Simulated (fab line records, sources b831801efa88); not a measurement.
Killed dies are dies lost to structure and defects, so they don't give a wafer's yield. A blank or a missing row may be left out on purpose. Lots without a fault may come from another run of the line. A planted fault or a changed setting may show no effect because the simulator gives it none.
Tool commonality check | flow gf180mcu | 12 lots, 42 wafers sampled

WHY IT WAS OPENED
At GF_MVSD_TW_MEAS_11 the reading MVSD_TW is flagged on 2 of 12 lots. Wafers without a fault read 1588, standard deviation 11.
Rule: a lot is flagged when every wafer of it that has a number lies more than 4 standard deviations from that mean, or none has a number. The other lots count as sound.

lot  | measured    | on            | MVSD_TW, wafer by wafer       | flag
L348 | day 5 04:32 | film_metro-01 | 1590 1580 1594                |
L350 | day 5 14:50 | film_metro-01 | 1598 1588 1577                |
L351 | day 5 23:58 | film_metro-02 | 1573 1573 1565                |
L353 | day 6 10:49 | film_metro-01 | 1589 1576 1584                |
L355 | day 6 21:59 | film_metro-01 | 1585 1591 1598                |
L356 | day 7 01:56 | film_metro-04 | 1598 1600 1596                |
L357 | day 7 13:19 | film_metro-01 | 1577 1579 1584                |
L358 | day 7 14:20 | film_metro-01 | 1592 1579 1590                |
L359 | day 7 20:17 | film_metro-02 | 1585 1590 1592                |
L361 | day 8 06:34 | film_metro-04 | 1653 1667 1647 1653 1665 1664 | FLAGGED
L363 | day 8 19:01 | film_metro-04 | 1660 1662 1663 1659 1663 1659 | FLAGGED
L368 | day 9 23:27 | film_metro-02 | 1574 1589 1587                |
The numbers of the flagged lots are 1660 on average: +72 against the usual, or +7 standard deviations.

WHICH TOOL RAN EACH LOT
The record holds 1 process step before the reading, out of a route of 602 steps. In each cell: the tool, then ch and the chambers that the sampled wafers went through, then the start.
lot  | flag    | GF_MVSD_IMPLANT_08
L348 |         | implanter-02 ch 0, day 5 04:10
L350 |         | implanter-04 ch 0, day 5 14:26
L351 |         | implanter-01 ch 0, day 5 23:34
L353 |         | implanter-02 ch 0, day 6 10:25
L355 |         | implanter-01 ch 0, day 6 21:37
L356 |         | implanter-02 ch 0, day 7 01:34
L357 |         | implanter-02 ch 0, day 7 12:58
L358 |         | implanter-02 ch 0, day 7 13:56
L359 |         | implanter-04 ch 0, day 7 19:53
L361 | FLAGGED | implanter-02 ch 0, day 8 06:10
L363 | FLAGGED | implanter-02 ch 0, day 8 18:39
L368 |         | implanter-04 ch 0, day 9 23:03
What these steps do:
- GF_MVSD_IMPLANT_08
- GF_MVSD_TW_MEAS_11

FLAGGED OVER TOTAL, TOOL BY TOOL (the gauges that took the reading come last)
step               | tool          | lots run | flagged | share of the flagged lots | sound lots run after its first flagged lot
GF_MVSD_IMPLANT_08 | implanter-01  | 2        | 0       | none                      | -
GF_MVSD_IMPLANT_08 | implanter-02  | 7        | 2       | all                       | 0
GF_MVSD_IMPLANT_08 | implanter-04  | 3        | 0       | none                      | -
GF_MVSD_TW_MEAS_11 | film_metro-01 | 6        | 0       | none                      | -
GF_MVSD_TW_MEAS_11 | film_metro-02 | 3        | 0       | none                      | -
GF_MVSD_TW_MEAS_11 | film_metro-04 | 3        | 2       | all                       | 0

WHAT THE TABLE ALLOWS
2 rows of the table ran every flagged lot: implanter-02 at GF_MVSD_IMPLANT_08, film_metro-04 at GF_MVSD_TW_MEAS_11.
- implanter-02 at GF_MVSD_IMPLANT_08: 2 of its 7 lots flagged. Its last sound lot is L358 (day 7 13:56), its first flagged lot L361 (day 8 06:10): a fault that began between those two fits. Its own readings lie more than 4 standard deviations out on every wafer of the flagged lots: beam_on_s, end_station_pressure_torr, faraday_current_uA.
- film_metro-04 at GF_MVSD_TW_MEAS_11: 2 of its 3 lots flagged. Its last sound lot is L356 (day 7 01:56), its first flagged lot L361 (day 8 06:34): a fault that began between those two fits.
Counting lots can't tell these 2 tools apart, because each fits a fault that began at some hour. More lots, or a look at what each step does to the wafer, might.

WHAT THE SIMULATOR HAD PUT IN
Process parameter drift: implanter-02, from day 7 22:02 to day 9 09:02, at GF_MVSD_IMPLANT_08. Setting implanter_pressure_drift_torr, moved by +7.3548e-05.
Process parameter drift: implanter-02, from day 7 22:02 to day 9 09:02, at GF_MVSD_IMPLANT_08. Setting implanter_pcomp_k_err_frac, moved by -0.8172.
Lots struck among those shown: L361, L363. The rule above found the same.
